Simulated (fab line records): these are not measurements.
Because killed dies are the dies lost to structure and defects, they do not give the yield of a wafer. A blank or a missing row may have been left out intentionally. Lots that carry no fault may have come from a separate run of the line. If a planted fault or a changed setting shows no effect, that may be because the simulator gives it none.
Which of the tools did it? :: flow gf180mcu :: 13 lots with 39 wafers sampled at 4 steps, on a route of 602 steps

WHAT THE GAUGES SHOWED, per wafer
GF_MIM_RS_MEAS_10: uses a four-point probe to measure. Usual: MIM_ALCU_RS gives 0.1603 ohm/sq (standard deviation 0.0014).
lot: L261
measured: day 24 17:24
on: film-metro-01
MIM_ALCU_RS (ohm/sq): 0.1592 0.1592 0.1586
flag: 

lot: L262
measured: day 24 23:52
on: film-metro-02
MIM_ALCU_RS (ohm/sq): 0.1637 0.1626 0.1615
flag: 

lot: L264
measured: day 25 22:58
on: film-metro-01
MIM_ALCU_RS (ohm/sq): 0.1585 0.1617 0.1606
flag: 

lot: L266
measured: day 26 17:10
on: film-metro-01
MIM_ALCU_RS (ohm/sq): 0.1608 0.1624 0.1603
flag: 

lot: L271
measured: day 27 22:36
on: film-metro-01
MIM_ALCU_RS (ohm/sq): 0.1597 0.1618 0.1607
flag: 

lot: L272
measured: day 28 10:09
on: film-metro-02
MIM_ALCU_RS (ohm/sq): 0.1596 0.1587 0.1616
flag: 

lot: L275
measured: day 29 11:33
on: film-metro-01
MIM_ALCU_RS (ohm/sq): 0.1611 0.1598 0.1600
flag: 

lot: L279
measured: day 30 07:52
on: film-metro-01
MIM_ALCU_RS (ohm/sq): 0.1594 0.1594 0.1599
flag: 

lot: L280
measured: day 30 12:53
on: film-metro-02
MIM_ALCU_RS (ohm/sq): 0.1614 0.1620 0.1598
flag: 

lot: L281
measured: day 30 22:58
on: film-metro-01
MIM_ALCU_RS (ohm/sq): 0.1596 0.1588 0.1586
flag: 

lot: L282
measured: day 31 06:29
on: film-metro-01
MIM_ALCU_RS (ohm/sq): 0.1610 0.1594 0.1592
flag: 

lot: L283
measured: day 31 13:34
on: film-metro-02
MIM_ALCU_RS (ohm/sq): 0.1614 0.1605 0.1595
flag: 

lot: L284
measured: day 31 14:47
on: film-metro-02
MIM_ALCU_RS (ohm/sq): 0.1608 0.1615 0.1609
flag: 

GF_TOP_METAL_RS_MEAS_05: uses a four-point probe to measure. Usual: TOP_METAL_ALCU_RS gives 0.0327 ohm/sq (standard deviation 0.00031).
lot: L261
measured: day 27 03:10
on: film-metro-01
TOP_METAL_ALCU_RS (ohm/sq): 0.0323 0.0323 0.0324
flag: 

lot: L262
measured: day 27 03:32
on: film-metro-02
TOP_METAL_ALCU_RS (ohm/sq): 0.0320 0.0320 0.0320
flag: 

lot: L264
measured: day 28 11:12
on: film-metro-01
TOP_METAL_ALCU_RS (ohm/sq): 0.0325 0.0325 0.0324
flag: 

lot: L266
measured: day 29 08:19
on: film-metro-02
TOP_METAL_ALCU_RS (ohm/sq): 0.0330 0.0327 0.0331
flag: 

lot: L271
measured: day 30 11:31
on: film-metro-02
TOP_METAL_ALCU_RS (ohm/sq): 0.0329 0.0325 0.0327
flag: 

lot: L272
measured: day 30 20:40
on: film-metro-02
TOP_METAL_ALCU_RS (ohm/sq): 0.0330 0.0326 0.0329
flag: 

lot: L275
measured: day 31 21:39
on: film-metro-01
TOP_METAL_ALCU_RS (ohm/sq): 0.0330 0.0331 0.0331
flag: 

lot: L279
measured: day 32 15:50
on: film-metro-01
TOP_METAL_ALCU_RS (ohm/sq): 0.0325 0.0328 0.0323
flag: 

lot: L280
measured: day 32 22:11
on: film-metro-02
TOP_METAL_ALCU_RS (ohm/sq): 0.0328 0.0326 0.0331
flag: 

lot: L281
measured: day 33 04:57
on: film-metro-03
TOP_METAL_ALCU_RS (ohm/sq): 0.0328 0.0329 0.0329
flag: 

lot: L282
measured: day 33 13:02
on: film-metro-02
TOP_METAL_ALCU_RS (ohm/sq): 0.0329 0.0330 0.0329
flag: 

lot: L283
measured: day 33 19:11
on: film-metro-02
TOP_METAL_ALCU_RS (ohm/sq): 0.0324 0.0327 0.0323
flag: 

lot: L284
measured: day 33 19:52
on: film-metro-03
TOP_METAL_ALCU_RS (ohm/sq): 0.0321 0.0324 0.0325
flag: 

WHICH TOOL RAN EACH LOT (tool, then ch and the chambers of the sampled wafers, then the start)
lot: L261
GF_M3_SPUTTER_03: pvd-sputter-02, day 20 12:54
GF_V5_SPUTTER_21: pvd-sputter-03, day 27 02:14

lot: L262
GF_M3_SPUTTER_03: pvd-sputter-04, day 20 21:47
GF_V5_SPUTTER_21: pvd-sputter-04, day 27 02:35

lot: L264
GF_M3_SPUTTER_03: pvd-sputter-01, day 21 10:21
GF_V5_SPUTTER_21: pvd-sputter-03, day 28 10:17

lot: L266
GF_M3_SPUTTER_03: pvd-sputter-02, day 22 07:48
GF_V5_SPUTTER_21: pvd-sputter-03, day 29 07:25

lot: L271
GF_M3_SPUTTER_03: pvd-sputter-01, day 24 00:23
GF_V5_SPUTTER_21: pvd-sputter-02, day 30 10:15

lot: L272
GF_M3_SPUTTER_03: pvd-sputter-04, day 24 10:16
GF_V5_SPUTTER_21: pvd-sputter-04, day 30 19:43

lot: L275
GF_M3_SPUTTER_03: pvd-sputter-02, day 26 00:12
GF_V5_SPUTTER_21: pvd-sputter-04, day 31 20:43

lot: L279
GF_M3_SPUTTER_03: pvd-sputter-02, day 26 20:44
GF_V5_SPUTTER_21: pvd-sputter-03, day 32 14:55

lot: L280
GF_M3_SPUTTER_03: pvd-sputter-04, day 27 01:38
GF_V5_SPUTTER_21: pvd-sputter-02, day 32 21:05

lot: L281
GF_M3_SPUTTER_03: pvd-sputter-02, day 27 13:08
GF_V5_SPUTTER_21: pvd-sputter-04, day 33 03:53

lot: L282
GF_M3_SPUTTER_03: pvd-sputter-04, day 27 19:43
GF_V5_SPUTTER_21: pvd-sputter-02, day 33 12:07

lot: L283
GF_M3_SPUTTER_03: pvd-sputter-04, day 28 03:53
GF_V5_SPUTTER_21: pvd-sputter-03, day 33 18:16

lot: L284
GF_M3_SPUTTER_03: pvd-sputter-02, day 28 05:43
GF_V5_SPUTTER_21: pvd-sputter-02, day 33 18:55
- GF_M3_SPUTTER_03: material Ti, target thk 10 nm, time 6.7 s.
- GF_V5_SPUTTER_21: material Ti, target thk 15 nm, time 80.02 s.

WHAT THE TOOLS THEMSELVES READ (means of the sampled wafers that have a number; where no wafer has one, the mark that the record gives instead)
GF_M3_SPUTTER_03. Usual: throttle-valve-pct at 29.8 %, with a standard deviation of 0.95.
lot: L261
tool: pvd-sputter-02
throttle-valve-pct (%): 29.6
flag: 

lot: L262
tool: pvd-sputter-04
throttle-valve-pct (%): 29.1
flag: 

lot: L264
tool: pvd-sputter-01
throttle-valve-pct (%): 30.8
flag: 

lot: L266
tool: pvd-sputter-02
throttle-valve-pct (%): 29.8
flag: 

lot: L271
tool: pvd-sputter-01
throttle-valve-pct (%): 30.0
flag: 

lot: L272
tool: pvd-sputter-04
throttle-valve-pct (%): 29.1
flag: 

lot: L275
tool: pvd-sputter-02
throttle-valve-pct (%): 30.0
flag: 

lot: L279
tool: pvd-sputter-02
throttle-valve-pct (%): 29.4
flag: 

lot: L280
tool: pvd-sputter-04
throttle-valve-pct (%): 29.4
flag: 

lot: L281
tool: pvd-sputter-02
throttle-valve-pct (%): 29.7
flag: 

lot: L282
tool: pvd-sputter-04
throttle-valve-pct (%): 29.3
flag: 

lot: L283
tool: pvd-sputter-04
throttle-valve-pct (%): 29.3
flag: 

lot: L284
tool: pvd-sputter-02
throttle-valve-pct (%): 30.4
flag: 

GF_V5_SPUTTER_21. Usual: throttle-valve-pct at 29.7 %, with a standard deviation of 0.99.
lot: L261
tool: pvd-sputter-03
throttle-valve-pct (%): 30.4
flag: 

lot: L262
tool: pvd-sputter-04
throttle-valve-pct (%): 29.4
flag: 

lot: L264
tool: pvd-sputter-03
throttle-valve-pct (%): 30.4
flag: 

lot: L266
tool: pvd-sputter-03
throttle-valve-pct (%): 29.6
flag: 

lot: L271
tool: pvd-sputter-02
throttle-valve-pct (%): 29.3
flag: 

lot: L272
tool: pvd-sputter-04
throttle-valve-pct (%): 29.1
flag: 

lot: L275
tool: pvd-sputter-04
throttle-valve-pct (%): 29.2
flag: 

lot: L279
tool: pvd-sputter-03
throttle-valve-pct (%): 29.9
flag: 

lot: L280
tool: pvd-sputter-02
throttle-valve-pct (%): 30.1
flag: 

lot: L281
tool: pvd-sputter-04
throttle-valve-pct (%): 29.5
flag: 

lot: L282
tool: pvd-sputter-02
throttle-valve-pct (%): 29.7
flag: 

lot: L283
tool: pvd-sputter-03
throttle-valve-pct (%): 29.4
flag: 

lot: L284
tool: pvd-sputter-02
throttle-valve-pct (%): 29.6
flag: 

THE ANSWER, worked out from the rows above alone
Rule: lot off if the mean of its wafers having a number is beyond 3 standard deviations from the usual mean. A lot without any number at a reading at which 4 lots or more have one is off too. The other lots that the step has rows for count as sound. Order of review: gauges by route order, followed by the tools' own readings, for which a lot's mean as printed above is used. At the first step where some lot is off, the reading lying furthest off is the one used; lots without a number count as furthest.
No lot is off on any of the readings shown, so nothing can be concluded from this.

WHAT THE SIMULATOR PUT IN
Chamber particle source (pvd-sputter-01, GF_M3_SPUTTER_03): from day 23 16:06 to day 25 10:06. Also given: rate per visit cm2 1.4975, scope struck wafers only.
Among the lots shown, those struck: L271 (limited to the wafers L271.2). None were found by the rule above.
